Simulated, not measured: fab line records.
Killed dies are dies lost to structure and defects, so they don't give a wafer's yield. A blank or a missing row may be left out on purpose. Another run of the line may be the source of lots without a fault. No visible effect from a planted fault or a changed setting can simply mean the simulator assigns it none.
fab line records	flow sky130	part 2 of 2: steps 25 to 34 of 34
record lots=5	wafers=15	last-day=50
route steps=708 shown VIA3@578 METAL4@598 CAP2M@603
lots that met no fault: taken from a fault-free run of the same line
start-h: the number of hours between the record's first day and the start of the first shown wafer of the lot	wait-h: hours since the lot's step before	" unchanged from the row above	L1.1+2: one row covering several wafers at once	- no value, or no start was given	* or withheld: withheld	< > ~ a bound
route shown NAME@n: a module of which the file shows steps, and the number in the route of the first	usual: mean and standard deviation over wafers with no fault	same: alike in all rows	chamber/n: place in a boat	sites: the reading at each site	_std_site: standard deviation of those values	_edge_site: inner sites' mean taken away from outer sites' mean	radius-mm: for every site, how far away it sits from the centre of the wafer	mask NAME#n: copy n	behind: the last tool/chamber to shape the wafer	hold: cause of the lot's hold/its duration in hours/its outcome	device: transistor that didn't switch, given as n, p or np	end of line: at the end of the route, the tests of the same wafers	for a step that has no rows: nothing shown but its recipe	killed: dies that structure and defects cost at the first sort, which is not the same as the wafer's yield	map: dies across one wafer; x = killed, . = not, _ = none there
set.NAME: the setting the step ran with; set.NAME@STEP: the setting that earlier step ran with	model.NAME: the simulator's own value behind a step, which no gauge read
lots at some steps of the route; a table a step, a row a wafer
services: the hour from which a tool's chamber was out of use, counted from the record's first day as start-h (under 0 if before that day), plus the number of hours and why
## steps
# step SKY_METAL4_SPUTTER_04
# recipe material=TiN	target-thk-nm=70	power-w=6500	time-s=58.3	chamber-pressure-pa=0.4
# usual chamber-pressure-pa=0.4000/0.00078	throttle-valve-pct=29.9/1
lot.wafer	tool	chamber	start-h	wait-h	chamber-pressure-pa	throttle-valve-pct
L075.1	pvd-sputter-04	-	935.84	0.0	0.4004	29.1
L075.4	"	-	"	"	0.3992	29.2
L075.5	"	-	"	"	0.4003	29.2
L076.3	pvd-sputter-04	-	947.52	0.0	0.3997	29.0
L076.4	"	-	"	"	0.3999	31.6
L076.6	"	-	"	"	0.4013	29.2
L080.1	pvd-sputter-02	-	967.89	0.0	0.4000	31.0
L080.2	"	-	"	"	0.3996	28.5
L080.5	"	-	"	"	0.4003	29.8
L079.1	pvd-sputter-04	-	971.34	0.0	0.3997	29.5
L079.2	"	-	"	"	0.3991	29.1
L079.5	"	-	"	"	0.3999	31.7
L097.1	pvd-sputter-03	-	1077.65	0.0	0.3980	29.1
L097.3	"	-	"	"	0.4010	30.9
L097.6	"	-	"	"	0.3971	28.8
# step SKY_CAP2M_CVD_00
# recipe material=SiO2	target-thk-nm=15.5	temp-c=400	time-s=withheld	rf-w=450
# usual heater-power-w=643/69
lot.wafer	tool	chamber	start-h	wait-h	heater-power-w
L075.1	pecvd-02	1	935.89	0.0	567
L075.4	"	1	"	"	559
L075.5	"	1	"	"	556
L076.3	pecvd-03	1	947.58	0.0	640
L076.4	"	0	"	"	600
L076.6	"	1	"	"	640
L080.1	pecvd-03	2	967.94	0.0	730
L080.2	"	1	"	"	659
L080.5	"	1	"	"	668
L079.1	pecvd-04	1	971.39	0.0	644
L079.2	"	2	"	"	521
L079.5	"	2	"	"	516
L097.1	pecvd-04	0	1077.70	0.0	604
L097.3	"	2	"	"	655
L097.6	"	1	"	"	620
# step SKY_CAP2M_THK_MEAS_01
# recipe reads=SiO2_of_CAP2M_CVD_00
# usual CAP2M_CVD_00_THK=15.45/0.2
lot.wafer	tool	chamber	start-h	wait-h	CAP2M_CVD_00_THK[nm]
L075.1	film-metro-04	-	935.92	-	15.09
L075.4	"	-	"	"	15.43
L075.5	"	-	"	"	15.21
L076.3	film-metro-03	-	947.63	-	15.54
L076.4	"	-	"	"	15.41
L076.6	"	-	"	"	15.61
L080.1	film-metro-03	-	967.96	-	15.46
L080.2	"	-	"	"	15.38
L080.5	"	-	"	"	15.77
L079.1	film-metro-04	-	971.41	-	15.39
L079.2	"	-	"	"	15.20
L079.5	"	-	"	"	15.63
L097.1	film-metro-01	-	1077.72	-	15.35
L097.3	"	-	"	"	15.37
L097.6	"	-	"	"	15.59
# step SKY_CAP2M_SPUTTER_02
# recipe material=TiN	target-thk-nm=200	temp-c=300	power-w=6500	time-s=166.7	chamber-pressure-pa=0.4
# usual chamber-pressure-pa=0.3999/0.00074	throttle-valve-pct=30.1/0.98
lot.wafer	tool	chamber	start-h	wait-h	chamber-pressure-pa	throttle-valve-pct
L075.1	pvd-sputter-02	-	935.98	0.1	0.3990	30.4
L075.4	"	-	"	"	0.4001	30.4
L075.5	"	-	"	"	0.3997	30.5
L076.3	pvd-sputter-02	-	947.67	0.0	0.3999	31.1
L076.4	"	-	"	"	0.3992	30.6
L076.6	"	-	"	"	0.3997	30.7
L080.1	pvd-sputter-04	-	968.02	0.1	0.4020	29.6
L080.2	"	-	"	"	0.3988	29.5
L080.5	"	-	"	"	0.4004	29.1
L079.1	pvd-sputter-01	-	971.47	0.1	0.4005	30.0
L079.2	"	-	"	"	0.4000	29.4
L079.5	"	-	"	"	0.4006	31.3
L097.1	pvd-sputter-01	-	1077.78	0.1	0.3989	30.9
L097.3	"	-	"	"	0.4008	31.2
L097.6	"	-	"	"	0.4014	31.4
# step SKY_CAP2M_RS_MEAS_03
# recipe thk-meas-gauge=four-point-probe	reads=TiN_of_CAP2M_SPUTTER_02
# usual CAP2M_TIN_RS=6.91/0.062
lot.wafer	tool	chamber	start-h	wait-h	CAP2M_TIN_RS[ohm/sq]
L075.1	film-metro-03	-	936.09	0.1	6.81
L075.4	"	-	"	"	6.88
L075.5	"	-	"	"	6.83
L076.3	film-metro-04	-	947.81	0.1	6.96
L076.4	"	-	"	"	6.88
L076.6	"	-	"	"	6.90
L080.1	film-metro-04	-	968.13	0.1	6.83
L080.2	"	-	"	"	6.91
L080.5	"	-	"	"	6.94
L079.1	film-metro-01	-	971.58	0.1	6.86
L079.2	"	-	"	"	6.92
L079.5	"	-	"	"	6.92
L097.1	film-metro-03	-	1077.89	0.1	6.95
L097.3	"	-	"	"	6.93
L097.6	"	-	"	"	6.94
# step SKY_CAP2M_THK_MEAS_04
# recipe thk-meas-gauge=xrf	reads=TiN_of_CAP2M_SPUTTER_02
# usual CAP2M_TIN_THK=198.0/2
lot.wafer	tool	chamber	start-h	wait-h	CAP2M_TIN_THK[nm]
L075.1	film-metro-03	-	936.21	0.1	201.9
L075.4	"	-	"	"	199.4
L075.5	"	-	"	"	200.0
L076.3	film-metro-04	-	947.91	0.1	193.8
L076.4	"	-	"	"	196.6
L076.6	"	-	"	"	195.9
L080.1	film-metro-04	-	968.25	0.1	199.7
L080.2	"	-	"	"	197.0
L080.5	"	-	"	"	196.0
L079.1	film-metro-01	-	971.70	0.1	201.8
L079.2	"	-	"	"	200.0
L079.5	"	-	"	"	199.5
L097.1	film-metro-03	-	1078.01	0.1	196.9
L097.3	"	-	"	"	197.7
L097.6	"	-	"	"	196.9
# step SKY_CAP2M_DEHYDRATE_05
# recipe temp-c=200	time-s=60
# usual chill-plate-temp-C=22.99/0.095
lot.wafer	tool	chamber	start-h	wait-h	chill-plate-temp-C
L075.1	litho-track-02	0	947.08	10.9	22.98
L075.4	"	0	"	"	23.01
L075.5	"	0	"	"	23.10
L076.3	litho-track-01	0	960.02	12.1	23.02
L076.4	"	0	"	"	23.00
L076.6	"	0	"	"	23.04
L080.1	litho-track-04	0	979.13	10.9	23.07
L080.2	"	0	"	"	23.06
L080.5	"	0	"	"	23.06
L079.1	litho-track-04	0	983.68	12.0	22.88
L079.2	"	0	"	"	23.03
L079.5	"	0	"	"	23.07
L097.1	litho-track-04	0	1087.43	9.4	23.00
L097.3	"	0	"	"	22.94
L097.6	"	0	"	"	23.00
# step SKY_CAP2M_HMDS_06
# recipe prime-time-s=60	prime-temp-c=120
# usual chill-plate-temp-C=22.97/0.1
lot.wafer	tool	chamber	start-h	wait-h	chill-plate-temp-C
L075.1	litho-track-02	0	947.23	0.1	23.08
L075.4	"	0	"	"	22.84
L075.5	"	0	"	"	22.89
L076.3	litho-track-01	0	960.17	0.1	23.03
L076.4	"	0	"	"	22.79
L076.6	"	0	"	"	22.99
L080.1	litho-track-04	0	979.28	0.1	22.95
L080.2	"	0	"	"	22.83
L080.5	"	0	"	"	22.91
L079.1	litho-track-04	0	983.83	0.1	23.12
L079.2	"	0	"	"	22.99
L079.5	"	0	"	"	22.85
L097.1	litho-track-04	0	1087.58	0.1	22.91
L097.3	"	0	"	"	22.81
L097.6	"	0	"	"	22.99
# step SKY_CAP2M_COAT_07
# recipe resist=NOVOLAK	spin-rpm=3000	resist-thk-nm=1140
# usual chill-plate-temp-C=23.01/0.11
lot.wafer	tool	chamber	start-h	wait-h	chill-plate-temp-C
L075.1	litho-track-02	0	947.38	0.1	23.11
L075.4	"	0	"	"	23.00
L075.5	"	0	"	"	23.08
L076.3	litho-track-01	0	960.32	0.1	23.08
L076.4	"	0	"	"	23.18
L076.6	"	0	"	"	23.29
L080.1	litho-track-04	0	979.43	0.1	23.03
L080.2	"	0	"	"	22.95
L080.5	"	0	"	"	23.08
L079.1	litho-track-04	0	983.98	0.1	22.95
L079.2	"	0	"	"	23.07
L079.5	"	0	"	"	23.06
L097.1	litho-track-04	0	1087.73	0.1	22.91
L097.3	"	0	"	"	23.05
L097.6	"	0	"	"	23.16
# step SKY_CAP2M_SOFTBAKE_08
# recipe temp-c=90	time-s=60	resist=NOVOLAK
# usual chill-plate-temp-C=23.00/0.1
lot.wafer	tool	chamber	start-h	wait-h	chill-plate-temp-C
L075.1	litho-track-02	0	947.53	0.1	22.92
L075.4	"	0	"	"	22.93
L075.5	"	0	"	"	22.96
L076.3	litho-track-01	0	960.47	0.1	22.97
L076.4	"	0	"	"	23.10
L076.6	"	0	"	"	23.05
L080.1	litho-track-04	0	979.58	0.1	22.80
L080.2	"	0	"	"	22.82
L080.5	"	0	"	"	22.83
L079.1	litho-track-04	0	984.13	0.1	22.98
L079.2	"	0	"	"	23.03
L079.5	"	0	"	"	22.93
L097.1	litho-track-04	0	1087.88	0.1	22.98
L097.3	"	0	"	"	22.90
L097.6	"	0	"	"	22.89
## services
tool	chamber	start-h	hours	kind
rie-diel-04	-	901.67	0.4	repair
cvd-w-02	-	904.00	14.0	pm
cmp-01	-	911.32	1.0	repair
cmp-01	-	916.91	4.0	pm
rie-diel-02	-	922.45	28.1	pm
cmp-01	-	924.28	0.3	repair
pvd-sputter-04	-	925.88	7.3	repair
pvd-sputter-02	-	945.25	1.4	repair
rie-diel-02	-	953.94	0.1	repair
pvd-sputter-02	-	954.11	7.1	repair
rie-diel-02	3	959.71	38.9	repair
rie-diel-02	-	972.40	41.5	repair
rie-diel-04	2	974.19	9.8	repair
rie-diel-02	-	980.28	0.2	repair
rie-diel-04	0	981.65	4.8	repair
pvd-sputter-04	-	1010.93	0.6	repair
rie-diel-04	1	1031.67	3.5	repair
cmp-01	-	1034.50	0.5	repair
rie-diel-04	3	1035.45	10.4	repair
rie-diel-02	0	1037.10	9.4	repair
cmp-01	-	1037.71	2.5	repair
pvd-sputter-03	-	1058.21	7.2	repair
pvd-sputter-03	-	1076.68	0.8	repair
rie-diel-04	-	1076.99	2.8	pm
